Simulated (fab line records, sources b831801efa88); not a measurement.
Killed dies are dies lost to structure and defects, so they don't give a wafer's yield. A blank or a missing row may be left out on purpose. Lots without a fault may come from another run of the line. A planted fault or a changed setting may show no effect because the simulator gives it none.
fab line records | flow sky130
record lots=12 wafers=34 last_day=50
route steps=708 shown POLY_CUT@319 SD_N@350 SD_P@359 LI_CONTACT@365 PAD_OPEN@708
lots that met no fault: from a run of the same line without faults
start_h: hours from the record's first day to the start of the lot's first wafer shown | wait_h: hours since the lot's step before | " the same as in the row above | L1.1+2: a row that stands for several wafers | - no value, or no start given | * or withheld: withheld | < > ~ a bound
route shown NAME@n: a module of which the file shows steps, and the number in the route of the first | usual: mean/standard deviation of fault-free wafers | same: alike in all rows | chamber/n: place in a boat | sites: the reading at each site | _std_site: their standard deviation | _edge_site: outer sites' mean less inner sites' | radius_mm: how far each site lies from the wafer's centre | mask NAME#n: copy n | behind: the tool/chamber that last shaped the wafer | hold: why the lot was held/for how many hours/how that ended | device: the transistor (n, p or np) that didn't switch | end of line: the same wafers' tests at the end of the route | a step without rows: its recipe alone | killed: dies lost to structure and defects at the first sort, not the wafer's yield | map: a wafer's dies, x killed, . not, _ none there
set.NAME: the setting as run; set.NAME@STEP: as run at that earlier step | model.NAME: the simulator's own value behind a step, which no gauge read
steps of the route over a sample of lots; a table a step, a row a wafer
services: from which hour (start_h, from the record's first day; less than 0 if before it) a tool's chamber was out of use, for how many hours, and why
## steps
# step SKY_POLY_CUT_STRIP_12
# recipe chemistry=O2/N2 power_w=1400 pressure_mtorr=1500 platen_temp_c=withheld o2_flow_sccm=3000 n2_flow_sccm=300 overash_fraction=0.5
# usual drypump_motor_current_A=6.0/0.41 oes_product_au=0.452/0.005 strip_time_to_endpoint_s=5.352/0.017
# columns lot.wafer tool chamber start_h wait_h drypump_motor_current_A oes_product_au rf_hours_counter_h strip_time_to_endpoint_s
L379.3 plasma_asher-04 1 574.55 0.1 5.6 0.462 - 5.338
L379.4 " 0 " " 5.9 0.449 - 5.367
L379.6 " 0 " " 6.0 0.459 - 5.361
L384.3 plasma_asher-03 0 600.05 0.1 6.3 0.458 - 5.363
L384.5 " 0 " " 6.3 0.455 - 5.351
L384.6 " 1 " " 5.9 0.452 - 5.349
L386.2 plasma_asher-04 0 619.67 0.0 5.9 0.454 81 5.351
L386.3 " 0 " " 5.9 0.449 - 5.362
L386.6 " 1 " " 5.6 0.455 - 5.335
L385.3 plasma_asher-03 1 621.38 0.1 6.0 0.447 - 5.339
L385.4 " 0 " " 6.4 0.457 - 5.386
L385.6 " 0 " " 6.3 0.456 - 5.376
L387.2 plasma_asher-03 1 622.66 0.0 5.9 0.457 52 5.383
L387.5 " 0 " " 6.4 0.457 - 5.367
L387.6 " 1 " " 5.9 0.451 - 5.397
L388.1 plasma_asher-01 1 634.85 0.0 6.7 0.456 89 5.323
L388.3 " 0 " " 5.6 0.441 - 5.354
L388.4 " 1 " " 6.7 0.445 - 5.314
L389.4 plasma_asher-04 1 645.83 0.1 5.6 0.460 - 5.371
L389.5 " 0 " " 5.9 0.454 - 5.369
L389.6 " 1 " " 5.6 0.449 - 5.339
L390.1 plasma_asher-01 0 653.68 0.0 5.5 0.449 91 5.344
L390.2 " 1 " " 6.7 0.465 91 5.327
L390.3 " 0 " " 5.6 0.451 - 5.358
L392.3 plasma_asher-01 0 665.70 0.1 5.5 0.452 - 5.369
L392.4 " 1 " " 6.7 0.450 - 5.361
L392.6 " 1 " " 6.8 0.442 - 5.371
L394.2 plasma_asher-04 1 678.58 0.0 5.6 0.456 88 5.338
L394.3 " 1 " " 5.6 0.451 - 5.328
L394.4 " 0 " " 5.9 0.460 - 5.337
L399.1 plasma_asher-03 1 723.22 0.0 5.9 0.448 57 5.352
L401.4 plasma_asher-04 1 735.02 0.1 5.6 0.449 - 5.353
L401.5 " 1 " " 5.6 0.449 - 5.360
L401.6 " 0 " " 5.9 0.463 - 5.345
# step SKY_SD_N_OVL_MEAS_08
# usual SD_N_OVL=0.8/1.2
# columns lot.wafer tool chamber start_h wait_h SD_N_OVL[nm]
L379.3 overlay-02 - 662.33 0.1 -1.9
L379.4 " - " " -0.1
L379.6 " - " " -1.3
L384.3 overlay-02 - 686.39 0.1 1.1
L384.5 " - " " 0.9
L384.6 " - " " 0.0
L386.2 overlay-02 - 705.52 0.1 1.9
L386.3 " - " " 1.0
L386.6 " - " " 1.1
L385.3 overlay-01 - 708.33 0.1 2.2
L385.4 " - " " 2.3
L385.6 " - " " 3.6
L387.2 overlay-01 - 708.62 0.1 0.5
L387.5 " - " " -0.5
L387.6 " - " " -0.2
L388.1 overlay-01 - 720.71 0.1 -0.9
L388.3 " - " " -0.1
L388.4 " - " " 0.1
L389.4 overlay-02 - 730.95 0.1 0.9
L389.5 " - " " 0.5
L389.6 " - " " -0.7
L390.1 overlay-02 - 739.34 0.1 0.6
L390.2 " - " " 0.5
L390.3 " - " " 0.8
L392.3 overlay-02 - 749.83 0.1 4.0
L392.4 " - " " 1.4
L392.6 " - " " 1.8
L394.2 overlay-01 - 762.37 0.1 -0.3
L394.3 " - " " 0.2
L394.4 " - " " 0.4
L399.1 overlay-02 - 805.06 0.1 -0.2
L401.4 overlay-02 - 814.10 0.1 2.6
L401.5 " - " " 1.3
L401.6 " - " " 1.1
# step SKY_SD_N_RTA_14
# recipe temp_c=1075 time_s=2 idle_temp_c=650 ramp_up_c_per_s=150 ramp_down_c_per_s=90 ambient=N2
# usual lamp_power_pct=15.74/0.05 ramp_down_c_per_s=90.001/0.016 wafer_temp_C_max=1077.9/1.2
# columns lot.wafer tool chamber start_h wait_h lamp_power_pct ramp_down_c_per_s wafer_temp_C_max
L379.3 rtp_anneal-02 0 662.88 0.0 15.68 89.993 1077.6
L379.4 " 0 " " 15.67 89.994 1080.2
L379.6 " 0 " " 15.76 89.983 1076.8
L384.3 rtp_anneal-01 0 686.94 0.0 15.79 90.016 1076.8
L384.5 " 0 " " 15.74 90.016 1077.0
L384.6 " 0 " " 15.76 90.005 1078.8
L386.2 rtp_anneal-02 0 706.07 0.0 15.67 90.000 1076.9
L386.3 " 0 " " 15.73 89.989 1078.0
L386.6 " 0 " " 15.75 90.005 1078.6
L385.3 rtp_anneal-01 0 708.88 0.0 15.62 89.995 1078.8
L385.4 " 0 " " 15.73 89.982 1079.1
L385.6 " 0 " " 15.73 90.022 1079.0
L387.2 rtp_anneal-02 0 709.17 0.0 15.69 90.009 1079.6
L387.5 " 0 " " 15.68 89.973 1076.9
L387.6 " 0 " " 15.67 90.011 1077.9
L388.1 rtp_anneal-01 0 721.26 0.0 15.72 90.000 1076.9
L388.3 " 0 " " 15.82 90.006 1079.5
L388.4 " 0 " " 15.82 89.982 1076.4
L389.4 rtp_anneal-02 0 731.50 0.0 15.82 89.980 1077.9
L389.5 " 0 " " 15.73 89.985 1076.9
L389.6 " 0 " " 15.69 89.976 1075.7
L390.1 rtp_anneal-01 0 739.89 0.0 15.74 89.983 1076.9
L390.2 " 0 " " 15.75 90.030 1078.8
L390.3 " 0 " " 15.60 89.997 1078.3
L392.3 rtp_anneal-01 0 750.38 0.0 15.63 89.966 1078.0
L392.4 " 0 " " 15.81 89.998 1076.3
L392.6 " 0 " " 15.68 89.977 1078.4
L394.2 rtp_anneal-01 0 762.92 0.0 15.79 89.997 1077.7
L394.3 " 0 " " 15.75 90.030 1076.2
L394.4 " 0 " " 15.80 89.986 1075.5
L399.1 rtp_anneal-02 0 805.61 0.0 15.74 90.023 1083.6
L401.4 rtp_anneal-01 0 814.65 0.0 15.83 90.009 1077.7
L401.5 " 0 " " 15.76 90.009 1078.2
L401.6 " 0 " " 15.77 90.010 1079.9
# step SKY_SD_N_RS_MEAS_16
# recipe thk_meas_gauge=four-point-probe
# usual SD_N_RS=68.56/0.11
# columns lot.wafer tool chamber start_h wait_h SD_N_RS[ohm/sq]
L379.3 film_metro-01 - 663.07 0.1 68.70
L379.4 " - " " 68.61
L379.6 " - " " 68.67
L384.3 film_metro-03 - 687.14 0.1 68.54
L384.5 " - " " 68.56
L384.6 " - " " 68.57
L386.2 film_metro-01 - 706.26 0.1 68.56
L386.3 " - " " 68.26
L386.6 " - " " 68.41
L385.3 film_metro-01 - 709.07 0.1 68.71
L385.4 " - " " 68.72
L385.6 " - " " 68.57
L387.2 film_metro-04 - 709.35 0.1 68.53
L387.5 " - " " 68.66
L387.6 " - " " 68.61
L388.1 film_metro-01 - 721.43 0.1 68.59
L388.3 " - " " 68.69
L388.4 " - " " 68.55
L389.4 film_metro-03 - 731.71 0.1 68.46
L389.5 " - " " 68.38
L389.6 " - " " 68.47
L390.1 film_metro-03 - 740.07 0.1 68.56
L390.2 " - " " 68.60
L390.3 " - " " 68.48
L392.3 film_metro-04 - 750.57 0.1 68.69
L392.4 " - " " 68.59
L392.6 " - " " 68.64
L394.2 film_metro-03 - 763.10 0.1 68.60
L394.3 " - " " 68.65
L394.4 " - " " 68.63
L399.1 film_metro-01 - 805.78 0.1 68.17
L401.4 film_metro-03 - 814.86 0.1 68.49
L401.5 " - " " 68.69
L401.6 " - " " 68.66
# step SKY_SD_N_RS_MEAS_17
# recipe thk_meas_gauge=four-point-probe
# usual SD_P_RS=147.1/0.33
# columns lot.wafer tool chamber start_h wait_h SD_P_RS[ohm/sq]
L379.3 film_metro-01 - 663.19 0.1 147.5
L379.4 " - " " 147.2
L379.6 " - " " 147.5
L384.3 film_metro-03 - 687.26 0.1 146.8
L384.5 " - " " 147.3
L384.6 " - " " 146.6
L386.2 film_metro-01 - 706.38 0.1 146.8
L386.3 " - " " 146.8
L386.6 " - " " 147.1
L385.3 film_metro-01 - 709.19 0.1 147.6
L385.4 " - " " 147.3
L385.6 " - " " 147.3
L387.2 film_metro-04 - 709.47 0.1 147.1
L387.5 " - " " 147.4
L387.6 " - " " 147.3
L388.1 film_metro-01 - 721.55 0.1 147.3
L388.3 " - " " 147.3
L388.4 " - " " 147.0
L389.4 film_metro-03 - 731.83 0.1 146.8
L389.5 " - " " 146.6
L389.6 " - " " 147.1
L390.1 film_metro-03 - 740.19 0.1 146.7
L390.2 " - " " 147.2
L390.3 " - " " 146.9
L392.3 film_metro-04 - 750.69 0.1 147.5
L392.4 " - " " 146.6
L392.6 " - " " 146.9
L394.2 film_metro-03 - 763.22 0.1 147.1
L394.3 " - " " 147.1
L394.4 " - " " 146.9
L399.1 film_metro-01 - 805.90 0.1 144.2
L401.4 film_metro-03 - 814.98 0.1 147.2
L401.5 " - " " 147.6
L401.6 " - " " 147.4
# step SKY_LI_CONTACT_BOW_MEAS_03
# recipe mode=bow
# usual LI_CONTACT_BOW=56/7.1
# columns lot.wafer tool chamber start_h wait_h LI_CONTACT_BOW[um]
L379.3 film_metro-01 - 663.91 0.3 52
L379.4 " - " " 67
L379.6 " - " " 59
L384.3 film_metro-04 - 687.99 0.1 40
L384.5 " - " " 55
L384.6 " - " " 59
L386.2 film_metro-01 - 707.10 0.3 47
L386.3 " - " " 54
L386.6 " - " " 58
L385.3 film_metro-04 - 709.91 0.2 59
L385.4 " - " " 50
L385.6 " - " " 71
L387.2 film_metro-03 - 710.19 0.1 40
L387.5 " - " " 56
L387.6 " - " " 53
L388.1 film_metro-03 - 722.27 0.2 42
L388.3 " - " " 61
L388.4 " - " " 66
L389.4 film_metro-04 - 732.55 0.2 61
L389.5 " - " " 60
L389.6 " - " " 56
L390.1 film_metro-04 - 740.96 0.2 52
L390.2 " - " " 68
L390.3 " - " " 61
L392.3 film_metro-01 - 751.41 0.2 52
L392.4 " - " " 58
L392.6 " - " " 64
L394.2 film_metro-03 - 763.94 0.2 49
L394.3 " - " " 64
L394.4 " - " " 48
L399.1 film_metro-03 - 806.62 0.1 57
L401.4 film_metro-01 - 815.70 0.2 58
L401.5 " - " " 52
L401.6 " - " " 54
# step SKY_PAD_OPEN_PROBE_99
# usual killed_at_M0_to_M3=42/6.8 killed_at_M4_up=3.4/1.8 killed_at_contacts=25/5.7 killed_at_front_end=16/4.8 killed_at_other=0.2/0.39 killed_dies=87/9.6 killed_open=47/6.9 killed_short=40/6.3
# same gross_dies=492 killed_at_back_side=0
# columns lot.wafer tool chamber start_h wait_h killed_at_M0_to_M3 killed_at_M4_up killed_at_contacts killed_at_front_end killed_at_other killed_dies killed_open killed_short
L399.1 prober-01 - 1186.09 0.1 33 8 24 12 0 77 37 40
# killed by level:class
L399.1 CONTACT:geometric_particle:open=10 VIA1:geometric_particle:open=8 METAL4:geometric_particle:short=7 METAL1:geometric_particle:short=5 CONTACT:geometric_particle:short=5 VIA1:geometric_particle:short=5 VIA2:geometric_particle:open=5 FIELD_ISO:geometric_particle:short=4
## services
# columns tool chamber start_h hours kind
plasma_asher-01 - 563.37 4.4 repair
plasma_asher-03 - 573.39 0.4 repair
plasma_asher-01 - 590.48 0.6 repair
plasma_asher-01 - 608.89 18.9 repair
plasma_asher-01 - 619.80 1.5 repair
plasma_asher-03 - 628.41 30.1 repair
plasma_asher-03 - 660.11 2.8 pm
plasma_asher-03 - 694.39 1.4 repair
plasma_asher-04 - 695.19 4.2 repair
plasma_asher-03 - 702.17 14.1 repair
plasma_asher-03 - 703.84 0.6 repair
rtp_anneal-01 - 714.91 1.9 pm
plasma_asher-01 - 733.75 9.0 pm
plasma_asher-01 0 733.75 9.0 vent_cycle
plasma_asher-01 1 733.75 9.0 vent_cycle
plasma_asher-01 0 742.75 - clean
plasma_asher-01 1 742.75 - clean
rtp_anneal-01 - 805.80 7.5 pm
## key
first_sign step=SKY_SD_N_RTA_14 reading=wafer_temp_C_max direction=up sigmas=4.8 usual=* struck=*
effect step=SKY_SD_N_RS_MEAS_16 reading=SD_N_RS direction=down sigmas=3.7 usual=68.56 struck=68.17
effect step=SKY_SD_N_RS_MEAS_17 reading=SD_P_RS direction=down sigmas=8.7 usual=147.1 struck=144.2
met_at SKY_SD_N_RTA_14
struck_lots L399
tester_left_out L399
not_acting_at SKY_POLY_CUT_STRIP_12,SKY_SD_N_OVL_MEAS_08,SKY_LI_CONTACT_BOW_MEAS_03
onset_between 731.50 805.61
fault kind=process_parameter_drift tool=rtp_anneal-02 chamber=- onset_h=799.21 steps=SKY_SD_N_RTA_14 channel=temp_c offset=* shape=step end_h=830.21 acts_in=* stated=*
# tester_left_out: of these lots the tester's yield and bins aren't shown, on N5 and GAA mostly nor the transistor test; their killed dies are dies lost to structure and defects alone, not to doping, threshold or leakage, so they don't give the yield
